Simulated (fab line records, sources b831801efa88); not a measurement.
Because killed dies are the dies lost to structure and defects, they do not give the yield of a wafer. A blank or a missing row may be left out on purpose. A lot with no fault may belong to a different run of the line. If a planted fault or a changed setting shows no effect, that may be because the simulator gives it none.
Struck lot and sound lot, side by side	flow sfq-line	24 steps out of a route of 325
Sound: these wafers, L588.1, L588.2, L588.6. The struck wafers were L598.2, L598.3, L598.4. Last of all comes the cause.
Order at every step that has rows: each side's tool, ch and its chambers, its first start. Under that, the readings that differ: sound wafers	struck wafers	difference of the means	sigmas: that difference in standard deviations of wafers without a fault.
alike: readings whose means differ by less than 2 such deviations, and words and numbers that are the same on both sides. not compared: withheld readings, readings that some wafer has no value for, bounds like >300 that may hide the same value, and numbers for which the record gives no deviation and whose values overlap.
The two part at a step that has a row with sigmas, a row that says differs or no value, or rows on one side only. Numbers that have no deviation but don't overlap get no sigmas and don't part them. A reading that every wafer of one side lacks parts them only if that side has two wafers or more.

first, 2 steps without rows for these wafers: SFQ_TRILAYER_I3_VIA_STRIP_SOLV_CLEAN_090 (cleans in NMP, time 600 s); SFQ_TRILAYER_M4_DEP_PRE_CLEAN_092 (time 22.5 s).
SFQ_TRILAYER_M4_DEP_SPUTTER_091: material Nb, target thk 200 nm, time 133.3 s.
  sound: pvd-sputter-05 at day 31 15:55; struck: pvd-sputter-03 at day 36 07:38
  alike: resputter-cathode-voltage-v, throttle-valve-pct
SFQ_M4_RS_MEAS_924: the measuring method here is four-point-probe.
  sound: film-metro-03 at day 31 16:00; struck: film-metro-01 at day 36 07:44
reading	sound	struck	difference	sigmas
M4_NB_RS (ohm/sq)	0.912 0.891 0.912	0.870 0.880 0.883	-0.027	-2
then, 6 steps without rows for these wafers: SFQ_TRILAYER_M4_LITHO_COAT_098 (resist thk 62 nm); SFQ_TRILAYER_M4_LITHO_COAT_093 (resist thk 600 nm); SFQ_TRILAYER_M4_LITHO_SOFTBAKE_097; SFQ_TRILAYER_M4_LITHO_EXPOSE_094 (exposes mask M4, target cd 500 nm); SFQ_TRILAYER_M4_LITHO_PEB_096 (peb time 60 s); SFQ_TRILAYER_M4_LITHO_DEVELOP_095 (time 60 s).
-- the record jumps here: 2 days lie between the struck wafers' starts before and after --
SFQ_M4_OVL_MEAS_926:
  sound: overlay-01 at day 34 06:38; struck: overlay-02 at day 38 18:40
  alike: M4_OVL
SFQ_TRILAYER_M4_BARC_OPEN_METAL_ETCH_123: etches BARC in O2, target depth 125 nm, time 41.7 s.
  sound on rie-metal-03 ch 0,1, day 34 06:40; struck on rie-metal-01 ch 0,1, day 38 18:42
  no value came back on the struck wafers for bias-w (W), chamber-pressure-mTorr (mTorr), drypump-motor-current-A (A), oes-product-au (a.u.); on the sound wafers bias-w (W) reads 80.05 80.14 80.27
reading	sound	struck	difference	sigmas
model.KrF_of_TRILAYER_M4_LITHO_COAT_093.thk-nm (nm)	524.5 523.8 524.9	575.1 574.8 575.3	+50.7	
  not compared: rf-hours-counter-h
SFQ_TRILAYER_M4_ETCH_METAL_ETCH_096: etches Nb in Cl2/Ar, stops on SiO2, target depth 240 nm, time 120 s.
  sound on rie-metal-03 ch 0,1, day 34 06:44; struck on rie-metal-01 ch 0,1, day 38 18:46
reading	sound	struck	difference	sigmas
oes-product-au (a.u.)	0.881 0.889 0.877	0.381 0.374 0.383	-0.503	-62
model.KrF_of_TRILAYER_M4_LITHO_COAT_093.thk-nm (nm)	384.6 381.2 385.8	438.5 435.8 439.2	+54.0	
  alike: bias-w, chamber-pressure-mTorr, drypump-motor-current-A
  not compared: rf-hours-counter-h
SFQ_TRILAYER_M4_STRIP_STRIP_097: strips in O2.
  sound on rie-metal-03 ch 0,1, day 34 06:51; struck on rie-metal-01 ch 0,1, day 38 18:53
  alike: drypump-motor-current-A, oes-product-au
  not compared: rf-hours-counter-h
then, 1 step without rows for these wafers: SFQ_TRILAYER_M4_STRIP_SOLV_CLEAN_098 (cleans in NMP, time 600 s).
SFQ_TRILAYER_I4_DEP_PECVD_099: deposits SiO2 from SiH4/N2O, time 111.11 s, target thk 500 nm.
  sound on pecvd-04 ch 0,2, day 34 07:39; struck on pecvd-04 ch 1,2, day 38 19:40
  alike: chamber-pressure-Torr, heater-power-w, showerhead-vpp-V, throttle-valve-pct
SFQ_TRILAYER_I4_CMP_CMP_100: polishes SiO2.
  sound on cmp-02 ch 0,3, day 34 22:20; struck on cmp-01 ch 0,2,3, day 39 10:41
  alike: motor-current-A, time-to-endpoint-s
SFQ_I4_BOW_MEAS_927:
  sound: film-metro-02 at day 35 01:20; struck: film-metro-04 at day 39 13:42
  alike: I4_BOW
SFQ_TRILAYER_I4_METRO_MEASURE_101:
  sound: film-metro-02 at day 35 01:27; struck: film-metro-04 at day 39 14:00
  alike: thk-nm
then, 3 steps without rows for these wafers: SFQ_TRILAYER_I4_VIA_LITHO_COAT_108 (resist thk 62 nm); SFQ_TRILAYER_I4_VIA_LITHO_COAT_103 (resist thk 650 nm); SFQ_TRILAYER_I4_VIA_LITHO_SOFTBAKE_107.
-- the record jumps here: 2 days lie between the struck wafers' starts before and after --
SFQ_TRILAYER_I4_VIA_LITHO_EXPOSE_104: exposes mask I4, target cd 700 nm.
  struck on krf-scanner-01, day 41 23:28; sound on krf-scanner-01 ch 0, day 37 08:13
  no value came back on the struck wafers for exposure-dose-mJ-cm2, focus-offset-nm (nm); on the sound wafers exposure-dose-mJ-cm2 reads 21.267 21.275 21.292
  alike: mask
then, 1 step without rows for these wafers: SFQ_TRILAYER_I4_VIA_LITHO_PEB_106 (peb time 60 s).

== WHERE THEY PART ==
Last at SFQ_TRILAYER_I4_VIA_LITHO_EXPOSE_104 as far as this record goes, first at SFQ_M4_RS_MEAS_924.

WHY: the cause the simulator had injected
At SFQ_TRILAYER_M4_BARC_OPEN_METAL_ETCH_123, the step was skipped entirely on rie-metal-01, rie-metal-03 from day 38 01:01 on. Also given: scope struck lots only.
